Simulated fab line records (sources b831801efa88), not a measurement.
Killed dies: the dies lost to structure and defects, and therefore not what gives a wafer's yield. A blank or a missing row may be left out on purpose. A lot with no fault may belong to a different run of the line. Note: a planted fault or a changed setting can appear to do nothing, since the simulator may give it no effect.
fab line records | flow sky130
record: lots: 6 wafers: 18 last-day: 50
route steps=708 shown SPACER@305 POLY_CUT@307 PAD_OPEN@708
lots that met no fault: from a run of the same line without faults
start-h: hours from the record's opening day to when the first of the lot's shown wafers began | wait-h: how many hours have passed since the lot's step before this one | " same as the row above | L1.1+2: one row covering several wafers at once | - no value, or no start was given | * or withheld: withheld | < > ~ a bound
route shown NAME@n: names a module that has steps shown in the file, with the first one's number in the route | usual: mean and standard deviation over wafers with no fault | same: alike in all rows | chamber/n: place in a boat | sites: each site's reading | _std_site: their standard deviation | _edge_site: mean of outer sites minus mean of inner sites | radius-mm: how far each site lies from the wafer's centre | mask NAME#n: copy n | behind: the most recent tool/chamber to have shaped the wafer | hold: the reason the lot was held/the length of the hold in hours/how it ended | device: transistor that didn't switch, given as n, p or np | end of line: the route-end tests of the same wafers | a step with no rows: only its recipe | killed: dies lost to structure and defects at the first sort, not the wafer's yield | map: per-die view of a wafer (x killed, . not killed, _ where there is no die)
set.NAME: the run value of the setting; set.NAME@STEP: its run value at that earlier step | model.NAME: the simulator's own value behind a step, which no gauge read
certain route steps with their lots: each step a table, each wafer a row
services: from which hour (start-h, from the record's first day; less than 0 if before it) a tool's chamber was out of use, for how many hours, and why
== steps ==
step: SKY_SPACER_THK_MEAS_01
recipe: reads: Si3N4_of_SPACER_CVD_00
usual: SPACER_CVD_00_THK: 42.8/0.46
columns lot.wafer tool chamber start-h wait-h SPACER_CVD_00_THK[nm]
L432.2 film-metro-03 - 536.57 0.0 42.4
L432.3 " - " " 42.5
L432.5 " - " " 42.6
L440.2 film-metro-04 - 619.89 0.0 42.5
L440.4 " - " " 42.4
L440.6 " - " " 42.6
L447.1 film-metro-01 - 674.61 0.0 43.8
L447.4 " - " " 43.1
L447.6 " - " " 43.2
L448.1 film-metro-04 - 674.63 0.0 43.1
L448.4 " - " " 43.0
L448.5 " - " " 43.0
L450.1 film-metro-01 - 695.83 0.0 43.2
L450.2 " - " " 43.3
L450.5 " - " " 43.4
L454.1 film-metro-03 - 714.98 0.0 42.2
L454.4 " - " " 42.3
L454.6 " - " " 42.6
step: SKY_SPACER_ETCHBACK_02
recipe: chemistry: CH3F/O2 target: Si3N4 stop-on: SiO2 source-w: 400 bias-w: 80 pressure-mtorr: 25 ch3f-flow-sccm: 40 O2_flow_sccm: 30 time-s: 46.7 target-depth-a: 450
usual: drypump-motor-current-A: 5.78/0.25 oes-product-au: 0.852/0.006 rf-fwd-power-W: 396.0/1.5 throttle-valve-pct: 10.561/0.0095
columns lot.wafer tool chamber start-h wait-h drypump-motor-current-A oes-product-au rf-fwd-power-W rf-hours-counter-h throttle-valve-pct
L432.2 rie-diel-03 2 536.62 0.0 6.06 0.856 395.3 54 10.553
L432.3 " 3 " " 5.65 0.849 398.2 3 10.558
L432.5 " 3 " " 5.67 0.857 396.7 - 10.533
L440.2 rie-diel-04 0 619.94 0.0 6.21 0.842 396.8 5 10.559
L440.4 " 2 " " 6.08 0.844 396.7 - 10.562
L440.6 " 0 " " 6.20 0.859 396.5 - 10.569
L447.1 rie-diel-04 3 674.67 0.1 5.62 0.859 395.8 8 10.578
L447.4 " 1 " " 5.36 0.853 396.2 4 10.548
L447.6 " 0 " " 6.19 0.852 394.9 - 10.560
L448.1 rie-diel-01 2 674.69 0.1 5.58 0.855 394.6 37 10.555
L448.4 " 3 " " 5.75 0.853 396.1 - 10.545
L448.5 " 2 " " 5.60 0.858 392.3 - 10.566
L450.1 rie-diel-04 1 695.89 0.1 5.38 0.862 395.0 5 10.548
L450.2 " 3 " " 5.60 0.860 393.5 9 10.559
L450.5 " 2 " " 6.10 0.861 397.6 - 10.546
L454.1 rie-diel-04 2 715.04 0.1 6.13 0.841 398.5 1 10.545
L454.4 " 1 " " 5.38 0.845 394.3 - 10.554
L454.6 " 2 " " 6.14 0.855 395.2 - 10.564
step: SKY_POLY_CUT_DEHYDRATE_00
recipe: temp-c: 200 time-s: 60
step: SKY_POLY_CUT_HMDS_01
recipe: prime-time-s: 60 prime-temp-c: 120
step: SKY_POLY_CUT_COAT_02
recipe: resist: BARC temp-c: withheld time-s: withheld spin-rpm: 3000 resist-thk-nm: 60
step: SKY_POLY_CUT_COAT_03
recipe: resist: KrF-thick spin-rpm: 3000 resist-thk-nm: 450
step: SKY_POLY_CUT_SOFTBAKE_04
recipe: temp-c: 100 time-s: 90 resist: KrF-thick
step: SKY_POLY_CUT_EXPOSE_05
recipe: mask-id: NPCM na: 0.8 source-shape: annular sigma-inner: 0.55 sigma-outer: 0.85 target-cd-nm: 270 dose-mj: 32
step: SKY_POLY_CUT_PEB_06
recipe: peb-temp-c: withheld peb-time-s: withheld resist: KrF-thick
step: SKY_POLY_CUT_DEVELOP_07
recipe: develop-time-s: 60 resist: KrF-thick dev-temp-c: 21
step: SKY_POLY_CUT_CD_MEAS_08
recipe: target-cd-nm: 270
usual: cd-nm: 269.9/1.5
columns lot.wafer tool chamber start-h wait-h cd-nm
L432.2 cd-sem-01 - 566.83 - 270.5
L432.3 " - " " 269.0
L432.5 " - " " 269.8
L440.2 cd-sem-01 - 648.58 - 269.1
L440.4 " - " " 268.9
L440.6 " - " " 270.0
L447.1 cd-sem-01 - 702.78 - 269.4
L447.4 " - " " 269.8
L447.6 " - " " 268.0
L448.1 cd-sem-02 - 702.91 - 269.0
L448.4 " - " " 268.9
L448.5 " - " " 268.3
L450.1 cd-sem-02 - 723.66 - 271.8
L450.2 " - " " 271.7
L450.5 " - " " 270.9
L454.1 cd-sem-02 - 742.23 - 270.7
L454.4 " - " " 271.6
L454.6 " - " " 272.2
step: SKY_POLY_CUT_OVL_MEAS_09
usual: POLY_CUT_OVL: -1/4.7
columns lot.wafer tool chamber start-h wait-h POLY_CUT_OVL[nm]
L432.2 overlay-02 - 566.93 0.1 6
L432.3 " - " " -1
L432.5 " - " " 0
L440.2 overlay-01 - 648.68 0.1 -4
L440.4 " - " " 2
L440.6 " - " " -3
L447.1 overlay-01 - 702.90 0.1 -2
L447.4 " - " " 1
L447.6 " - " " 0
L448.1 overlay-02 - 703.03 0.1 1
L448.4 " - " " 7
L448.5 " - " " -2
L450.1 overlay-02 - 723.78 0.1 -1
L450.2 " - " " 7
L450.5 " - " " 3
L454.1 overlay-02 - 742.35 0.1 -4
L454.4 " - " " 2
L454.6 " - " " -6
step: SKY_POLY_CUT_ETCH_10
recipe: chemistry: N2/H2 target: BARC ion-energy-ev: 200 source-w: 500 bias-w: 100 pressure-mtorr: 30 n2-flow-sccm: 100 h2-flow-sccm: 200 stop-on: SiO2 time-s: 45.9 target-depth-a: 600
usual: bias-w: 100.0/0.32 drypump-motor-current-A: 5.7/0.34 oes-product-au: 0.854/0.0045 rf-fwd-power-W: 494.9/1.8 throttle-valve-pct: 13.226/0.0089
columns lot.wafer tool chamber start-h wait-h bias-w drypump-motor-current-A oes-product-au rf-fwd-power-W rf-hours-counter-h throttle-valve-pct model.SiO2_of_SONOS_ONO_CVD_04.thk-nm
L432.2 rie-diel-04 0 566.96 0.0 99.7 6.2 0.859 493.3 4 13.222 4.353
L432.3 " 3 " " 100.1 5.6 0.851 494.4 6 13.225 4.277
L432.5 " 3 " " 99.8 5.6 0.846 494.9 - 13.224 4.411
L440.2 rie-diel-04 0 648.71 0.0 100.1 6.2 0.850 493.5 5 13.235 4.151
L440.4 " 0 " " 100.0 6.2 0.852 494.6 - 13.231 4.199
L440.6 " 2 " " 99.9 6.1 0.850 495.8 - 13.232 4.073
L447.1 rie-diel-01 0 702.94 0.0 99.8 6.0 0.851 500.1 18 13.227 4.149
L447.4 " 2 " " 99.5 5.6 0.850 494.6 - 13.222 4.156
L447.6 " 1 " " 99.9 5.6 0.860 494.8 - 13.215 4.189
L448.1 rie-diel-04 1 703.06 0.0 100.2 5.4 0.860 498.0 5 13.246 4.118
L448.4 " 2 " " 118.3 6.0 0.854 495.5 0 13.233 3.852
L448.5 " 2 " " 118.3 6.1 0.855 497.1 - 13.221 3.776
L450.1 rie-diel-04 0 723.81 0.0 99.8 6.2 0.857 493.3 7 13.219 4.302
L450.2 " 3 " " 100.0 5.6 0.851 497.9 9 13.217 4.354
L450.5 " 2 " " 117.8 6.1 0.854 494.2 - 13.220 4.116
L454.1 rie-diel-01 2 742.39 0.0 100.4 5.6 0.848 492.9 39 13.227 4.378
L454.4 " 1 " " 99.9 5.6 0.857 494.0 14 13.222 4.427
L454.6 " 1 " " 99.6 5.6 0.847 495.3 - 13.237 4.402
step: SKY_POLY_CUT_ETCH_11
recipe: target: Si3N4 chemistry: CF4/CH2F2/Ar stop-on: poly-Si source-w: 600 bias-w: 150 pressure-mtorr: 40 cf4-flow-sccm: 40 ch2f2-flow-sccm: 20 Ar_flow_sccm: 150 time-s: 42.5 target-depth-a: 600
usual: bias-w: 150.0/0.44 drypump-motor-current-A: 5.7/0.34 mfc-ar-sccm: 150.0/0.43 oes-product-au: 0.827/0.0061 rf-fwd-power-W: 593.3/2.3 throttle-valve-pct: 14.995/0.0086
columns lot.wafer tool chamber start-h wait-h bias-w drypump-motor-current-A mfc-ar-sccm oes-product-au rf-fwd-power-W rf-hours-counter-h throttle-valve-pct
L432.2 rie-diel-04 0 567.01 0.0 149.9 6.2 150.0 0.832 591.4 4 14.990
L432.3 " 3 " " 149.4 5.6 149.4 0.825 593.8 6 14.994
L432.5 " 3 " " 149.4 5.6 150.0 0.821 593.2 - 14.984
L440.2 rie-diel-04 0 648.76 0.0 150.3 6.2 149.6 0.826 591.9 5 14.996
L440.4 " 0 " " 150.1 6.2 150.0 0.829 587.9 - 14.997
L440.6 " 2 " " 150.6 6.2 150.4 0.820 595.3 - 14.993
L447.1 rie-diel-01 0 702.98 0.0 150.4 6.0 149.5 0.816 593.7 18 15.002
L447.4 " 2 " " 150.4 5.6 149.2 0.819 591.4 - 15.007
L447.6 " 1 " " 149.9 5.6 150.1 0.818 591.4 - 14.989
L448.1 rie-diel-04 1 703.11 0.0 149.3 5.4 150.1 0.824 594.1 5 15.005
L448.4 " 2 " " 149.5 6.2 150.4 0.824 592.4 0 14.994
L448.5 " 2 " " 150.1 6.2 149.9 0.825 593.3 - 15.005
L450.1 rie-diel-04 0 723.86 0.0 149.9 6.2 150.1 0.822 589.2 7 15.005
L450.2 " 3 " " 149.6 5.6 149.6 0.809 594.6 9 14.984
L450.5 " 2 " " 150.9 6.1 150.0 0.827 592.0 - 14.989
L454.1 rie-diel-01 2 742.43 0.0 150.5 5.6 150.6 0.829 596.1 39 15.006
L454.4 " 1 " " 150.3 5.6 149.2 0.822 592.4 14 14.991
L454.6 " 1 " " 150.7 5.6 149.8 0.825 589.2 - 14.984
step: SKY_PAD_OPEN_PROBE_99
usual: killed_at_M0_to_M3: 44/7.2 killed_at_M4_up: 2.9/1.8 killed-at-contacts: 24/5.6 killed-at-front-end: 15/4.2 killed-at-other: 0.4/0.71 killed-dies: 86/9.2 killed-open: 47/7.2 killed-short: 39/5.7
same: gross-dies: 492 killed-at-back-side: 0
columns lot.wafer tool chamber start-h wait-h killed_at_M0_to_M3 killed_at_M4_up killed-at-contacts killed-at-front-end killed-at-other killed-dies killed-open killed-short
L432.2 prober-01 - 1083.62 0.1 35 0 23 15 1 74 30 43
L432.3 prober-01 - 1083.67 0.2 46 4 16 10 0 76 36 40
L432.5 prober-01 - 1083.77 0.2 43 1 29 12 2 87 50 35
killed by level:class
L432.2 VIA1:geometric-particle:short=9 CONTACT:geometric-particle:open=9 VIA3:geometric-particle:open=9 FIELD_ISO:geometric-particle:short=6 LOCAL_INTERCONNECT:geometric-particle:short=6 VIA2:geometric-particle:short=5 CONTACT:geometric-particle:short=4 VIA1:geometric-particle:open=4
L432.3 METAL1:geometric-particle:short=9 VIA1:geometric-particle:open=8 VIA3:geometric-particle:short=7 VIA3:geometric-particle:open=6 LI_CONTACT:geometric-particle:open=5 VIA1:geometric-particle:short=5 VIA2:geometric-particle:open=4 POLY_GATE:geometric-particle:short=3
L432.5 VIA1:geometric-particle:open=9 LI_CONTACT:geometric-particle:open=8 VIA2:geometric-particle:open=8 LI_CONTACT:geometric-particle:short=7 VIA3:geometric-particle:open=7 FIELD_ISO:geometric-particle:open=6 CONTACT:geometric-particle:open=6 VIA1:geometric-particle:short=5
== services ==
columns tool chamber start-h hours kind
rie-diel-03 3 523.81 1.2 repair
rie-diel-03 2 531.51 1.4 repair
rie-diel-04 1 614.53 16.7 repair
rie-diel-04 1 647.30 4.7 repair
rie-diel-04 2 651.20 4.1 repair
rie-diel-04 2 655.34 - clean
rie-diel-04 2 655.34 17.6 scheduled-down
rie-diel-04 2 655.34 17.6 vent-cycle
rie-diel-01 0 674.68 4.6 repair
rie-diel-04 2 678.13 5.8 repair
rie-diel-03 2 684.74 - clean
rie-diel-03 2 684.74 15.9 scheduled-down
rie-diel-03 2 684.74 15.9 vent-cycle
rie-diel-01 3 687.18 - clean
rie-diel-01 3 687.18 26.4 scheduled-down
rie-diel-01 3 687.18 26.4 vent-cycle
rie-diel-04 0 713.39 4.2 repair
rie-diel-01 - 722.88 0.5 repair
rie-diel-03 3 738.70 3.9 repair
== key ==
first-sign: step: SKY_POLY_CUT_ETCH_10 reading: bias-w direction: up sigmas: 56 usual: 100.0 struck: 118.1
effect none on later readings
model-effect: step: SKY_POLY_CUT_ETCH_10 value: SiO2_of_SONOS_ONO_CVD_04.thk-nm without: 4.091 struck: 3.915
met-at SKY_POLY_CUT_ETCH_10
struck-wafers L448.4,L448.5,L450.5
tester-left-out L448,L450
onset-between 648.71 703.06
fault: kind: process-parameter-drift tool: rie-diel-04 chamber: 2 onset-h: 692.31 steps: SKY_POLY_CUT_ETCH_10 channel: bias-w offset: 18.013 shape: step end-h: 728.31 acts-in: these-recipes-only stated: 100
tester-left-out: of these lots the tester's yield and bins aren't shown, on N5 and GAA mostly nor the transistor test; their killed dies are dies lost to structure and defects alone, not to doping, threshold or leakage, so they don't give the yield
